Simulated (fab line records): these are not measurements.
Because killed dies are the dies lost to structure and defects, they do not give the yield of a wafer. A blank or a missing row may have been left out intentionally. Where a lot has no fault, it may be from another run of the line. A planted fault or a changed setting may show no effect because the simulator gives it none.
fab line records	flow sky130
record: lots: 5	wafers: 15	last_day: 50
route steps=708 shown VIA2@524 METAL3@532 CAPM@537
lots with no fault: from the same line, run without faults
start_h: start of the lot's first displayed wafer, in hours after the record's first day	wait_h: hours from the lot's prior step to this one	" same as the row above	L1.1+2: one row covering several wafers at once	- no value present, or no start provided	* or withheld: withheld	< > ~ a bound
route shown NAME@n: a module of which the file shows steps, and the number in the route of the first	usual: mean/standard deviation of fault-free wafers	same: alike in all rows	chamber/n: place in a boat	sites: each site's reading	_std_site: standard deviation across them	_edge_site: mean of outer sites minus mean of inner sites	radius_mm: for every site, how far away it sits from the centre of the wafer	mask NAME#n: copy n	behind: tool/chamber where the wafer was last shaped	hold: why the lot went on hold/how many hours it stayed there/how the hold came to an end	device: transistor that didn't switch, given as n, p or np	end of line: the tests these same wafers got at the end of their route	a step with no rows: only its recipe	killed: not the wafer's yield, but the dies lost to structure and defects at the first sort	map: a wafer's dies, x killed, . not, _ none there
set.NAME: setting as actually run; set.NAME@STEP: the setting as run at that earlier step	model.NAME: the simulator's own value behind a step, which no gauge read
certain route steps with their lots: each step a table, each wafer a row
services: the hour from which a tool's chamber was out of use, counted from the record's first day as start_h (under 0 if before that day), plus the number of hours and why
== steps ==
step: SKY_VIA2_STRIP_17
recipe: chemistry: post_etch_residue_remover	time_s: 1200	temp_c: 72.5
lot.wafer	tool	chamber	start_h	wait_h
L077.2+3+4	wet_bench-04	3	867.54	0.1
L083.4+5+6	wet_bench-01	3	907.62	0.0
L084.3+4+5	wet_bench-03	2	919.42	0.0
L086.2+5+6	wet_bench-04	2	987.02	0.1
L096.1+2+4	wet_bench-01	3	996.29	0.1
step: SKY_VIA2_CLEAN_18
recipe: chemistry: IPA	time_s: 180	temp_c: 25
lot.wafer	tool	chamber	start_h	wait_h
L077.2+3+4	wet_bench-01	3	867.88	0.0
L083.4+5+6	wet_bench-04	1	907.96	0.0
L084.3+4+5	wet_bench-04	3	919.79	0.0
L086.2+5+6	wet_bench-03	0	987.36	0.0
L096.1+2+4	wet_bench-04	0	996.63	0.0
step: SKY_VIA2_CLEAN_19
recipe: chemistry: O3/DIW	dry: n2_spin
lot.wafer	tool	chamber	start_h	wait_h
L077.2+3+4	wet_bench-03	0	867.94	0.0
L083.4+5+6	wet_bench-01	0	908.09	0.0
L084.3+4+5	wet_bench-03	0	919.85	0.0
L086.2+5+6	wet_bench-01	3	987.42	0.0
L096.1+2+4	wet_bench-03	2	996.69	0.0
step: SKY_VIA2_SPUTTER_20
recipe: material: TiN	target_thk_nm: 20	chamber_pressure_pa: 5	power_w: 4000	time_s: 80
usual: throttle_valve_pct: 30.9/1.3
lot.wafer	tool	chamber	start_h	wait_h	throttle_valve_pct
L077.2	pvd_sputter-03	-	868.03	0.0	31.9
L077.3	"	-	"	"	29.0
L077.4	"	-	"	"	30.0
L083.4	pvd_sputter-04	-	908.18	0.0	31.3
L083.5	"	-	"	"	31.4
L083.6	"	-	"	"	33.7
L084.3	pvd_sputter-04	-	919.95	0.0	33.5
L084.4	"	-	"	"	31.3
L084.5	"	-	"	"	31.3
L086.2	pvd_sputter-04	-	987.51	0.0	31.0
L086.5	"	-	"	"	31.1
L086.6	"	-	"	"	31.2
L096.1	pvd_sputter-04	-	996.79	0.0	30.4
L096.2	"	-	"	"	30.9
L096.4	"	-	"	"	31.1
step: SKY_VIA2_CVD_21
recipe: material: W	target_thk_nm: 420	time_s: 126.4	temp_c: 400	pressure_torr: 40
usual: heater_power_w: 849/46
lot.wafer	tool	chamber	start_h	wait_h	heater_power_w
L077.2	cvd_w-01	0	868.09	0.0	871
L077.3	"	0	"	"	852
L077.4	"	1	"	"	874
L083.4	cvd_w-02	1	908.29	0.1	838
L083.5	"	0	"	"	909
L083.6	"	1	"	"	832
L084.3	cvd_w-01	0	920.06	0.1	839
L084.4	"	1	"	"	761
L084.5	"	1	"	"	761
L086.2	cvd_w-01	1	987.57	0.0	773
L086.5	"	1	"	"	752
L086.6	"	0	"	"	880
L096.1	cvd_w-01	0	996.85	0.0	864
L096.2	"	1	"	"	749
L096.4	"	0	"	"	872
step: SKY_VIA2_RS_MEAS_22
recipe: thk_meas_gauge: four-point-probe	reads: W_of_VIA2_CVD_21+TiN_of_VIA2_SPUTTER_20
usual: VIA2_W_RS: 0.2748/0.0027
lot.wafer	tool	chamber	start_h	wait_h	VIA2_W_RS[ohm/sq]
L077.2	film_metro-02	-	868.24	0.1	0.2758
L077.3	"	-	"	"	0.2780
L077.4	"	-	"	"	0.2742
L083.4	film_metro-01	-	908.43	0.1	0.2765
L083.5	"	-	"	"	0.2790
L083.6	"	-	"	"	0.2759
L084.3	film_metro-04	-	920.18	0.1	0.2755
L084.4	"	-	"	"	0.2699
L084.5	"	-	"	"	0.2737
L086.2	film_metro-01	-	987.72	0.1	0.2748
L086.5	"	-	"	"	0.2710
L086.6	"	-	"	"	0.2743
L096.1	film_metro-01	-	996.98	0.1	0.2755
L096.2	"	-	"	"	0.2712
L096.4	"	-	"	"	0.2735
step: SKY_VIA2_THK_MEAS_23
recipe: thk_meas_gauge: xrf	reads: W_of_VIA2_CVD_21
usual: VIA2_W_THK: 431/7.2
lot.wafer	tool	chamber	start_h	wait_h	VIA2_W_THK[nm]
L077.2	film_metro-02	-	868.35	0.1	415
L077.3	"	-	"	"	412
L077.4	"	-	"	"	420
L083.4	film_metro-01	-	908.52	0.1	430
L083.5	"	-	"	"	428
L083.6	"	-	"	"	435
L084.3	film_metro-04	-	920.28	0.1	428
L084.4	"	-	"	"	436
L084.5	"	-	"	"	429
L086.2	film_metro-01	-	987.83	0.1	435
L086.5	"	-	"	"	442
L086.6	"	-	"	"	436
L096.1	film_metro-01	-	997.10	0.1	436
L096.2	"	-	"	"	444
L096.4	"	-	"	"	437
step: SKY_VIA2_CMP_24
recipe: stop_on: SiO2	t_overpolish_s: 20	down_force_psi: 3.5	platen_rpm: 60	target_thk_nm: 0	pad_velocity_m_s: 0.94248
usual: motor_current_A: 11.3/1.1	overpolish_run_s: 20.002/0.009	time_to_endpoint_s: 100/3.5
lot.wafer	tool	chamber	start_h	wait_h	motor_current_A	overpolish_run_s	time_to_endpoint_s
L077.3	cmp-02	1	868.40	0.0	12.3	19.994	93
L077.4	"	2	"	"	10.2	20.012	98
L077.2	"	3	"	"	13.3	19.992	96
L083.4	cmp-01	1	908.70	0.2	10.9	20.004	95
L083.5	"	2	"	"	9.2	20.015	98
L083.6	"	3	"	"	11.1	20.026	98
L084.3	cmp-01	0	920.32	0.0	12.4	19.993	97
L084.4	"	1	"	"	11.8	20.002	99
L084.5	"	1	"	"	11.9	20.011	97
L086.2	cmp-01	1	987.88	0.0	11.5	20.002	102
L086.5	"	1	"	"	10.9	19.996	104
L086.6	"	2	"	"	9.7	19.991	101
L096.1	cmp-02	0	997.16	0.1	10.7	20.008	103
L096.4	"	1	"	"	11.2	19.993	105
L096.2	"	2	"	"	11.2	19.995	106
step: SKY_METAL3_SPUTTER_00
recipe: material: Ti	target_thk_nm: 15	power_w: 3000	time_s: 10	chamber_pressure_pa: 0.4
usual: throttle_valve_pct: 30.5/1.4
lot.wafer	tool	chamber	start_h	wait_h	throttle_valve_pct
L077.2	pvd_sputter-04	-	868.70	0.1	30.9
L077.3	"	-	"	"	33.8
L077.4	"	-	"	"	31.0
L083.4	pvd_sputter-01	-	908.85	0.1	31.2
L083.5	"	-	"	"	30.0
L083.6	"	-	"	"	29.0
L084.3	pvd_sputter-01	-	920.62	0.2	29.9
L084.4	"	-	"	"	29.1
L084.5	"	-	"	"	29.4
L086.2	pvd_sputter-03	-	988.18	0.2	30.1
L086.5	"	-	"	"	29.4
L086.6	"	-	"	"	32.0
L096.1	pvd_sputter-04	-	997.46	0.2	31.1
L096.2	"	-	"	"	31.4
L096.4	"	-	"	"	31.0
step: SKY_METAL3_SPUTTER_01
recipe: material: TiN	target_thk_nm: 20	power_w: 6500	time_s: 16.7	chamber_pressure_pa: 0.4
usual: throttle_valve_pct: 30.5/1.4
lot.wafer	tool	chamber	start_h	wait_h	throttle_valve_pct
L077.2	pvd_sputter-04	-	868.72	0.0	30.8
L077.3	"	-	"	"	33.5
L077.4	"	-	"	"	30.9
L083.4	pvd_sputter-01	-	908.87	0.0	31.2
L083.5	"	-	"	"	30.1
L083.6	"	-	"	"	29.0
L084.3	pvd_sputter-01	-	920.65	0.0	30.1
L084.4	"	-	"	"	28.9
L084.5	"	-	"	"	29.0
L086.2	pvd_sputter-03	-	988.21	0.0	30.1
L086.5	"	-	"	"	29.5
L086.6	"	-	"	"	31.7
L096.1	pvd_sputter-04	-	997.48	0.0	30.9
L096.2	"	-	"	"	31.4
L096.4	"	-	"	"	30.8
step: SKY_METAL3_SPUTTER_02
recipe: material: AlCu	target_thk_nm: 735	power_w: 10600	time_s: 39.1	chamber_pressure_pa: 0.4
usual: throttle_valve_pct: 30.5/1.4
lot.wafer	tool	chamber	start_h	wait_h	throttle_valve_pct
L077.2	pvd_sputter-04	-	868.75	0.0	30.8
L077.3	"	-	"	"	34.0
L077.4	"	-	"	"	30.9
L083.4	pvd_sputter-01	-	908.90	0.0	31.3
L083.5	"	-	"	"	29.9
L083.6	"	-	"	"	29.2
L084.3	pvd_sputter-01	-	920.67	0.0	30.1
L084.4	"	-	"	"	29.1
L084.5	"	-	"	"	29.1
L086.2	pvd_sputter-03	-	988.23	0.0	29.9
L086.5	"	-	"	"	29.5
L086.6	"	-	"	"	31.9
L096.1	pvd_sputter-04	-	997.51	0.0	30.6
L096.2	"	-	"	"	31.6
L096.4	"	-	"	"	31.0
step: SKY_METAL3_SPUTTER_03
recipe: material: Ti	target_thk_nm: 5	power_w: 3000	time_s: 3.446	chamber_pressure_pa: 0.4
usual: throttle_valve_pct: 30.5/1.4
lot.wafer	tool	chamber	start_h	wait_h	throttle_valve_pct
L077.2	pvd_sputter-04	-	868.78	0.0	30.9
L077.3	"	-	"	"	33.7
L077.4	"	-	"	"	31.1
L083.4	pvd_sputter-01	-	908.94	0.0	31.1
L083.5	"	-	"	"	29.9
L083.6	"	-	"	"	29.2
L084.3	pvd_sputter-01	-	920.71	0.0	29.9
L084.4	"	-	"	"	29.2
L084.5	"	-	"	"	28.7
L086.2	pvd_sputter-03	-	988.27	0.0	30.2
L086.5	"	-	"	"	29.4
L086.6	"	-	"	"	32.0
L096.1	pvd_sputter-04	-	997.54	0.0	30.7
L096.2	"	-	"	"	31.2
L096.4	"	-	"	"	31.0
step: SKY_METAL3_SPUTTER_04
recipe: material: TiN	target_thk_nm: 70	power_w: 6500	time_s: 58.3	chamber_pressure_pa: 0.4
usual: throttle_valve_pct: 30.5/1.4
lot.wafer	tool	chamber	start_h	wait_h	throttle_valve_pct
L077.2	pvd_sputter-04	-	868.80	0.0	30.9
L077.3	"	-	"	"	33.5
L077.4	"	-	"	"	30.9
L083.4	pvd_sputter-01	-	908.96	0.0	31.2
L083.5	"	-	"	"	30.0
L083.6	"	-	"	"	29.0
L084.3	pvd_sputter-01	-	920.73	0.0	30.0
L084.4	"	-	"	"	28.9
L084.5	"	-	"	"	29.4
L086.2	pvd_sputter-03	-	988.29	0.0	29.9
L086.5	"	-	"	"	29.4
L086.6	"	-	"	"	32.3
L096.1	pvd_sputter-04	-	997.56	0.0	30.7
L096.2	"	-	"	"	31.5
L096.4	"	-	"	"	30.9
step: SKY_CAPM_CVD_00
recipe: material: SiO2	target_thk_nm: 15.5	temp_c: 400	time_s: withheld	rf_w: 450
usual: heater_power_w: 741/100
lot.wafer	tool	chamber	start_h	wait_h	heater_power_w
L077.2	pecvd-03	0	868.85	0.0	717
L077.3	"	2	"	"	678
L077.4	"	1	"	"	679
L083.4	pecvd-03	2	909.02	0.0	646
L083.5	"	1	"	"	657
L083.6	"	0	"	"	624
L084.3	pecvd-04	0	920.79	0.0	763
L084.4	"	2	"	"	605
L084.5	"	0	"	"	752
L086.2	pecvd-03	2	988.34	0.0	677
L086.5	"	2	"	"	677
L086.6	"	0	"	"	635
L096.1	pecvd-04	2	997.61	0.0	733
L096.2	"	0	"	"	793
L096.4	"	0	"	"	782
step: SKY_CAPM_THK_MEAS_01
recipe: reads: SiO2_of_CAPM_CVD_00
usual: CAPM_CVD_00_THK: 15.51/0.21
lot.wafer	tool	chamber	start_h	wait_h	CAPM_CVD_00_THK[nm]
L077.2	film_metro-04	-	868.88	-	15.35
L077.3	"	-	"	"	15.26
L077.4	"	-	"	"	15.66
L083.4	film_metro-04	-	909.06	-	15.91
L083.5	"	-	"	"	15.89
L083.6	"	-	"	"	15.54
L084.3	film_metro-01	-	920.83	-	15.89
L084.4	"	-	"	"	15.29
L084.5	"	-	"	"	15.47
L086.2	film_metro-04	-	988.37	-	15.28
L086.5	"	-	"	"	15.56
L086.6	"	-	"	"	15.41
L096.1	film_metro-01	-	997.63	-	15.19
L096.2	"	-	"	"	15.10
L096.4	"	-	"	"	15.31
step: SKY_CAPM_SPUTTER_02
recipe: material: TiN	target_thk_nm: 200	temp_c: 300	power_w: 6500	time_s: 166.7	chamber_pressure_pa: 0.4
usual: throttle_valve_pct: 30.8/1.1
lot.wafer	tool	chamber	start_h	wait_h	throttle_valve_pct
L077.2	pvd_sputter-02	-	868.93	0.0	31.7
L077.3	"	-	"	"	29.7
L077.4	"	-	"	"	31.4
L083.4	pvd_sputter-02	-	909.09	0.0	31.0
L083.5	"	-	"	"	31.1
L083.6	"	-	"	"	31.4
L084.3	pvd_sputter-04	-	920.87	0.0	33.7
L084.4	"	-	"	"	30.7
L084.5	"	-	"	"	33.6
L086.2	pvd_sputter-02	-	988.42	0.0	30.9
L086.5	"	-	"	"	31.0
L086.6	"	-	"	"	31.2
L096.1	pvd_sputter-02	-	997.69	0.1	29.6
L096.2	"	-	"	"	31.5
L096.4	"	-	"	"	31.2
step: SKY_CAPM_RS_MEAS_03
recipe: thk_meas_gauge: four-point-probe	reads: TiN_of_CAPM_SPUTTER_02
usual: CAPM_TIN_RS: 6.90/0.052
lot.wafer	tool	chamber	start_h	wait_h	CAPM_TIN_RS[ohm/sq]
L077.2	film_metro-01	-	869.06	0.1	6.88
L077.3	"	-	"	"	6.84
L077.4	"	-	"	"	6.91
L083.4	film_metro-03	-	909.26	0.1	6.81
L083.5	"	-	"	"	6.77
L083.6	"	-	"	"	6.81
L084.3	film_metro-03	-	921.02	0.1	6.80
L084.4	"	-	"	"	6.91
L084.5	"	-	"	"	6.82
L086.2	film_metro-01	-	988.55	0.1	6.83
L086.5	"	-	"	"	6.83
L086.6	"	-	"	"	6.85
L096.1	film_metro-03	-	997.80	0.1	6.92
L096.2	"	-	"	"	7.01
L096.4	"	-	"	"	6.94
step: SKY_CAPM_THK_MEAS_04
recipe: thk_meas_gauge: xrf	reads: TiN_of_CAPM_SPUTTER_02
usual: CAPM_TIN_THK: 203.5/2.1
lot.wafer	tool	chamber	start_h	wait_h	CAPM_TIN_THK[nm]
L077.2	film_metro-01	-	869.17	0.1	204.2
L077.3	"	-	"	"	204.5
L077.4	"	-	"	"	203.0
L083.4	film_metro-03	-	909.35	0.1	205.0
L083.5	"	-	"	"	205.6
L083.6	"	-	"	"	204.8
L084.3	film_metro-03	-	921.12	0.1	206.2
L084.4	"	-	"	"	204.0
L084.5	"	-	"	"	205.3
L086.2	film_metro-01	-	988.66	0.1	204.7
L086.5	"	-	"	"	204.6
L086.6	"	-	"	"	205.3
L096.1	film_metro-03	-	997.92	0.1	201.9
L096.2	"	-	"	"	199.3
L096.4	"	-	"	"	200.8
step: SKY_CAPM_DEHYDRATE_05
recipe: temp_c: 200	time_s: 60
lot.wafer	tool	chamber	start_h	wait_h
L077.2+3+4	litho_track-02	0	882.83	13.7
L083.4+5+6	litho_track-01	0	920.19	10.8
L084.3+4+5	litho_track-01	0	933.57	12.4
L086.2+5+6	litho_track-02	0	998.53	9.9
L096.1+2+4	litho_track-01	0	1009.37	11.4
step: SKY_CAPM_HMDS_06
recipe: prime_time_s: 60	prime_temp_c: 120
lot.wafer	tool	chamber	start_h	wait_h
L077.2+3+4	litho_track-02	0	882.98	0.1
L083.4+5+6	litho_track-01	0	920.34	0.1
L084.3+4+5	litho_track-01	0	933.72	0.1
L086.2+5+6	litho_track-02	0	998.68	0.1
L096.1+2+4	litho_track-01	0	1009.52	0.1
step: SKY_CAPM_COAT_07
recipe: resist: NOVOLAK	spin_rpm: 3000	resist_thk_nm: 1140
lot.wafer	tool	chamber	start_h	wait_h
L077.2+3+4	litho_track-02	0	883.13	0.1
L083.4+5+6	litho_track-01	0	920.49	0.1
L084.3+4+5	litho_track-01	0	933.87	0.1
L086.2+5+6	litho_track-02	0	998.83	0.1
L096.1+2+4	litho_track-01	0	1009.67	0.1
step: SKY_CAPM_SOFTBAKE_08
recipe: temp_c: 90	time_s: 60	resist: NOVOLAK
lot.wafer	tool	chamber	start_h	wait_h
L077.2+3+4	litho_track-02	0	883.28	0.1
L083.4+5+6	litho_track-01	0	920.64	0.1
L084.3+4+5	litho_track-01	0	934.02	0.1
L086.2+5+6	litho_track-02	0	998.98	0.1
L096.1+2+4	litho_track-01	0	1009.82	0.1
step: SKY_CAPM_EXPOSE_09
recipe: mask_id: CAPM	na: 0.6	source_shape: conventional	sigma_outer: 0.6	polarization: unpolarized	target_cd_nm: 1000	dose_mj: 159
lot.wafer	tool	chamber	start_h	wait_h	mask
L077.2+3+4	iline_stepper-02	0	-	-	CAPM#0
L083.4+5+6	iline_stepper-01	0	-	-	CAPM#0
L084.3+4+5	iline_stepper-01	0	-	-	CAPM#0
L086.2+5+6	iline_stepper-02	0	-	-	CAPM#0
L096.1+2+4	iline_stepper-02	0	-	-	CAPM#0
step: SKY_CAPM_PEB_10
recipe: temp_c: withheld	time_s: *	resist: NOVOLAK
lot.wafer	tool	chamber	start_h	wait_h
L077.2+3+4	litho_track-02	0	-	-
L083.4+5+6	litho_track-04	0	-	-
L084.3+4+5	litho_track-02	0	-	-
L086.2+5+6	litho_track-01	0	-	-
L096.1+2+4	litho_track-01	0	-	-
step: SKY_CAPM_DEVELOP_11
recipe: resist: NOVOLAK	developer: TMAH	develop_time_s: 60	dev_temp_c: 23
lot.wafer	tool	chamber	start_h	wait_h
L077.2+3+4	litho_track-02	0	894.63	0.1
L083.4+5+6	litho_track-04	0	933.57	0.1
L084.3+4+5	litho_track-02	0	946.16	0.1
L086.2+5+6	litho_track-01	0	1010.74	0.1
L096.1+2+4	litho_track-01	0	1019.87	0.1
step: SKY_CAPM_OVL_MEAS_12
usual: CAPM_OVL: 0.2/1.3
lot.wafer	tool	chamber	start_h	wait_h	CAPM_OVL[nm]
L077.2	overlay-01	-	894.76	0.1	1.9
L077.3	"	-	"	"	1.1
L077.4	"	-	"	"	0.4
L083.4	overlay-02	-	933.66	0.1	0.4
L083.5	"	-	"	"	1.2
L083.6	"	-	"	"	-0.8
L084.3	overlay-01	-	946.27	0.1	-0.7
L084.4	"	-	"	"	-1.7
L084.5	"	-	"	"	-0.1
L086.2	overlay-02	-	1010.87	0.1	0.0
L086.5	"	-	"	"	-0.4
L086.6	"	-	"	"	0.0
L096.1	overlay-02	-	1020.02	0.1	1.6
L096.2	"	-	"	"	0.8
L096.4	"	-	"	"	0.9
step: SKY_CAPM_METAL_ETCH_13
recipe: target_depth_nm: 220	stop_on: SiO2	chemistry: Cl2/BCl3	target: TiN	pressure_mtorr: 10	icp_w: 900	bias_w: 48.5	Cl2_flow_sccm: 60	bcl3_flow_sccm: 30	time_s: 62.9
usual: drypump_motor_current_A: 5.9/0.39	oes_product_au: 0.943/0.0062	throttle_valve_pct: 21.901/0.0096
lot.wafer	tool	chamber	start_h	wait_h	drypump_motor_current_A	oes_product_au	rf_hours_counter_h	throttle_valve_pct
L077.2	rie_metal-01	1	894.79	0.0	6.3	0.945	11	21.907
L077.3	"	0	"	"	6.5	0.947	-	21.883
L077.4	"	1	"	"	6.3	0.945	-	21.910
L083.4	rie_metal-02	0	933.71	0.0	5.8	0.954	-	21.888
L083.5	"	1	"	"	5.7	0.957	-	21.896
L083.6	"	0	"	"	5.8	0.946	-	21.895
L084.3	rie_metal-04	1	946.32	0.0	5.2	0.946	-	21.892
L084.4	"	0	"	"	6.0	0.947	-	21.905
L084.5	"	1	"	"	5.2	0.950	-	21.897
L086.2	rie_metal-02	0	1010.90	0.0	5.8	0.948	7	21.902
L086.5	"	1	"	"	5.7	0.949	-	21.894
L086.6	"	0	"	"	5.8	0.951	-	21.894
L096.1	rie_metal-01	0	1020.05	0.0	6.4	0.941	23	21.894
L096.2	"	1	"	"	6.3	0.930	17	21.904
L096.4	"	0	"	"	6.4	0.943	-	21.905
step: SKY_CAPM_STRIP_14
recipe: chemistry: O2/N2	power_w: 1400	pressure_mtorr: 1500	platen_temp_c: withheld	o2_flow_sccm: 3000	n2_flow_sccm: 300	overash_fraction: 0.5
usual: drypump_motor_current_A: 5.5/0.35	oes_product_au: 0.711/0.0045	strip_time_to_endpoint_s: 12.68/0.038
lot.wafer	tool	chamber	start_h	wait_h	drypump_motor_current_A	oes_product_au	rf_hours_counter_h	strip_time_to_endpoint_s
L077.2	plasma_asher-03	0	894.87	0.1	5.2	0.699	78	12.73
L077.3	"	0	"	"	5.2	0.715	-	12.68
L077.4	"	1	"	"	5.5	0.717	-	12.69
L083.4	plasma_asher-03	1	933.79	0.1	5.4	0.712	-	12.68
L083.5	"	1	"	"	5.5	0.714	-	12.73
L083.6	"	0	"	"	5.2	0.704	-	12.67
L084.3	plasma_asher-03	0	946.41	0.1	5.2	0.712	-	12.67
L084.4	"	1	"	"	5.5	0.719	-	12.68
L084.5	"	0	"	"	5.2	0.720	-	12.68
L086.2	plasma_asher-01	0	1010.98	0.1	6.6	0.707	122	12.65
L086.5	"	0	"	"	6.6	0.705	-	12.71
L086.6	"	1	"	"	5.3	0.713	-	12.64
L096.1	plasma_asher-03	0	1020.13	0.1	5.2	0.714	91	12.69
L096.2	"	1	"	"	5.4	0.708	91	12.64
L096.4	"	1	"	"	5.5	0.711	-	12.65
step: SKY_CAPM_STRIP_15
recipe: chemistry: post_etch_residue_remover	time_s: 1200	temp_c: 72.5
lot.wafer	tool	chamber	start_h	wait_h
L077.2+3+4	wet_bench-02	2	894.97	0.1
L083.4+5+6	wet_bench-01	2	933.86	0.0
L084.3+4+5	wet_bench-03	2	946.47	0.0
L086.2+5+6	wet_bench-02	0	1011.08	0.1
L096.1+2+4	wet_bench-02	2	1020.23	0.1
== services ==
tool	chamber	start_h	hours	kind
pvd_sputter-02	-	844.38	9.1	repair
pecvd-03	2	852.30	4.7	repair
plasma_asher-03	-	863.21	1.4	repair
pecvd-03	-	894.57	0.8	pm
pvd_sputter-01	-	897.89	8.7	repair
pecvd-03	1	899.82	1.9	repair
cvd_w-01	-	904.00	14.0	pm
cmp-01	-	912.17	4.0	pm
pvd_sputter-02	-	912.87	1.2	repair
wet_bench-01	-	917.68	2.5	repair
cmp-01	-	921.82	3.0	repair
cvd_w-01	-	925.15	14.6	pm
iline_stepper-02	-	933.18	7.2	repair
cmp-01	-	937.85	4.6	repair
pvd_sputter-03	-	938.09	2.0	repair
pvd_sputter-02	-	939.64	4.4	repair
cmp-01	-	944.60	2.8	repair
cmp-01	-	947.39	0.7	repair
cvd_w-01	1	958.93	3.2	repair
iline_stepper-02	-	963.53	1.7	pm
cmp-01	-	964.64	3.0	repair
wet_bench-01	-	972.31	0.9	repair
plasma_asher-03	-	983.18	1.4	repair
cvd_w-01	-	983.83	2.6	repair
== key ==
fault none
